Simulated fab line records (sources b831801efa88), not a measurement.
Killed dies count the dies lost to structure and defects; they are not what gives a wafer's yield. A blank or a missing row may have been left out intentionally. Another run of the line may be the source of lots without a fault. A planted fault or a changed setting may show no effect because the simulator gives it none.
Which tool did it? ; flow gf180mcu ; 12 lots with 36 wafers sampled at 5 steps, on a route of 602 steps

== WHAT THE GAUGES READ, wafer by wafer ==
GF_V1_OVL_MEAS_15.
lot;measured;on;V1_OVL (nm)
L291;day 19 05:35;overlay-02;5 3 3
L292;day 19 11:41;overlay-01;5 9 10
L293;day 20 02:39;overlay-02;-3 -3 -2
L295;day 20 17:41;overlay-01;8 -2 6
L296;day 21 04:14;overlay-02;4 5 1
L297;day 21 18:06;overlay-02;2 -3 -1
L298;day 21 23:39;overlay-02;6 1 2
L303;day 23 14:57;overlay-02;-8 -2 -1
L304;day 23 23:49;overlay-02;4 -1 5
L305;day 24 12:40;overlay-02;-1 9 5
L308;day 25 09:36;overlay-02;4 5 2
L311;day 26 05:35;overlay-01;15 8 11

GF_M2_THK_MEAS_06: measures by xrf.
lot;measured;on;M2_ALCU_THK (nm)
L291;day 19 07:19;film_metro-02;449 455 460
L292;day 19 13:31;film_metro-01;456 459 452
L293;day 20 04:48;film_metro-01;456 456 456
L295;day 20 19:26;film_metro-01;465 449 456
L296;day 21 06:00;film_metro-01;445 448 445
L297;day 21 19:50;film_metro-01;461 461 458
L298;day 22 01:24;film_metro-01;457 444 447
L303;day 23 16:44;film_metro-04;464 471 456
L304;day 24 01:43;film_metro-01;456 452 465
L305;day 24 14:26;film_metro-01;454 452 450
L308;day 25 11:22;film_metro-04;450 457 458
L311;day 26 07:19;film_metro-02;447 445 445

GF_M2_CD_MEAS_14 targets a cd of 280 nm.
lot;measured;on;cd_nm (nm)
L291;day 20 07:29;cd_sem-02;280.4 279.6 280.1
L292;day 20 13:44;cd_sem-02;278.8 280.4 278.4
L293;day 21 04:29;cd_sem-02;280.8 280.1 280.7
L295;day 21 18:11;cd_sem-02;277.8 278.4 278.6
L296;day 22 05:26;cd_sem-02;281.1 280.9 281.6
L297;day 22 19:40;cd_sem-01;280.7 282.2 281.8
L298;day 22 23:41;cd_sem-01;280.4 279.7 279.8
L303;day 24 15:07;cd_sem-01;279.2 279.4 278.9
L304;day 24 23:13;cd_sem-01;279.9 280.7 280.0
L305;day 25 11:56;cd_sem-02;265.5 254.5 243.2
L308;day 26 07:42;cd_sem-01;279.6 279.2 280.5
L311;day 27 03:11;cd_sem-01;281.2 281.9 282.4

== WHAT TOOL EACH LOT RAN ON (gives the tool, then ch and the chambers of the sampled wafers, and finally the start) ==
lot;GF_V1_STRIP_18;GF_M2_EXPOSE_11
L291;plasma_asher-02 ch 0,1, day 19 05:45;krf_scanner-02 ch 0, day 19 19:46
L292;plasma_asher-01 ch 0,1, day 19 11:51;krf_scanner-02 ch 0, day 20 01:41
L293;plasma_asher-02 ch 0,1, day 20 02:50;krf_scanner-02 ch 0, day 20 16:41
L295;plasma_asher-01 ch 0,1, day 20 17:51;krf_scanner-01 ch 0, day 21 07:12
L296;plasma_asher-02 ch 0,1, day 21 04:24;krf_scanner-01 ch 0, day 21 17:49
L297;plasma_asher-02 ch 0,1, day 21 18:16;krf_scanner-01 ch 0, day 22 07:56
L298;plasma_asher-02 ch 0,1, day 21 23:50;krf_scanner-01 ch 0, day 22 13:19
L303;plasma_asher-03 ch 0,1, day 23 15:08;krf_scanner-02 ch 0, day 24 04:01
L304;plasma_asher-02 ch 0,1, day 24 00:00;krf_scanner-02 ch 0, day 24 13:24
L305;plasma_asher-01 ch 0,1, day 24 12:50;krf_scanner-01 ch 0, day 25 00:48
L308;plasma_asher-01 ch 0,1, day 25 09:47;krf_scanner-02 ch 0, day 25 21:23
L311;plasma_asher-03 ch 0,1, day 26 05:45;krf_scanner-02 ch 0, day 26 17:52
- GF_V1_STRIP_18: strips in O2/N2.
- GF_M2_EXPOSE_11: exposes mask Metal2, target cd 280 nm.

== WHAT THE TOOLS THEMSELVES READ (means of the sampled wafers that have a number; where no wafer has one, the mark that the record gives instead) ==
GF_V1_STRIP_18.
lot;tool;drypump_motor_current_A (A);heater_power_w (W);o2_flow_sccm (sccm);oes_product_au (a.u.)
L291;plasma_asher-02;5.6;343;2993;0.597
L292;plasma_asher-01;5.4;360;2991;0.597
L293;plasma_asher-02;5.6;342;2987;0.594
L295;plasma_asher-01;5.4;341;2996;0.594
L296;plasma_asher-02;5.6;375;3001;0.592
L297;plasma_asher-02;5.6;372;3003;0.592
L298;plasma_asher-02;5.6;339;3006;0.592
L303;plasma_asher-03;6.4;355;2987;0.594
L304;plasma_asher-02;5.6;374;3000;0.592
L305;plasma_asher-01;5.3;363;2993;0.588
L308;plasma_asher-01;5.3;355;3001;0.586
L311;plasma_asher-03;6.6;363;2993;0.594

GF_M2_EXPOSE_11.
lot;tool;exposure_dose_mJ_cm2;stage_vel_mm_s (mm/s)
L291;krf_scanner-02;27.968;500.01
L292;krf_scanner-02;27.988;500.16
L293;krf_scanner-02;27.941;500.10
L295;krf_scanner-01;27.964;499.94
L296;krf_scanner-01;27.993;499.93
L297;krf_scanner-01;27.984;499.93
L298;krf_scanner-01;27.931;499.98
L303;krf_scanner-02;27.965;499.87
L304;krf_scanner-02;27.940;499.76
L305;krf_scanner-01;26.537;500.37
L308;krf_scanner-02;27.916;500.00
L311;krf_scanner-02;27.965;500.25

== THE ANSWER, worked out from the rows above alone ==
Rule: the usual values come from the lots themselves. Put in order of their means at a reading, lots are off if they are a third of the lots or fewer, leave a main group of 4 or more, and stand apart from it by a gap of 3 or more times the standard deviation of the main group's means; of several such gaps the widest counts. A main group whose means are all the same, to the digits that the tables above print for the reading, isn't used. Also off: a lot with no number at a reading for which 4 or more lots have one. Any other lot the step has rows for is counted as sound. Order of review: gauges by route order, followed by the tools' own readings, for which a lot's mean as printed above is used. The first step at which some lot is off is used, and at that step the reading that is off furthest; a lot without a number counts as furthest.
Off: L305, at GF_M2_CD_MEAS_14 (cd_nm). The main group has a mean of 280.2 nm with a standard deviation of 1.
If a tool, at a process step before that reading, ran all the lots that are off and no sound lot after the first of them, it fits. Not tried: the gauges at GF_M2_CD_MEAS_14; whatever is off there is also off at GF_M2_EXPOSE_11, on other tools, and gauge error can't account for it. One fits: GF_M2_EXPOSE_11 on krf_scanner-01. Its last sound lot is L298 (day 22 13:19), its first lot that is off L305 (day 25 00:48): a fault that began between those two fits.
On the lots that are off, the tool's own readings at GF_M2_EXPOSE_11 differ by more than 5 times the standard deviation of the sound lots' means, which bears it out; exposure_dose_mJ_cm2 reads 26.537 there versus 27.960 on the sound lots.

== WHAT THE SIMULATOR HAD PUT IN ==
Drift in process parameters on krf_scanner-01 at GF_M2_EXPOSE_11, starting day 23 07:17. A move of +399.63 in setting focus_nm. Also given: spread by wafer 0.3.
Shown lots that were struck: L305. This agrees with what the rule above found.
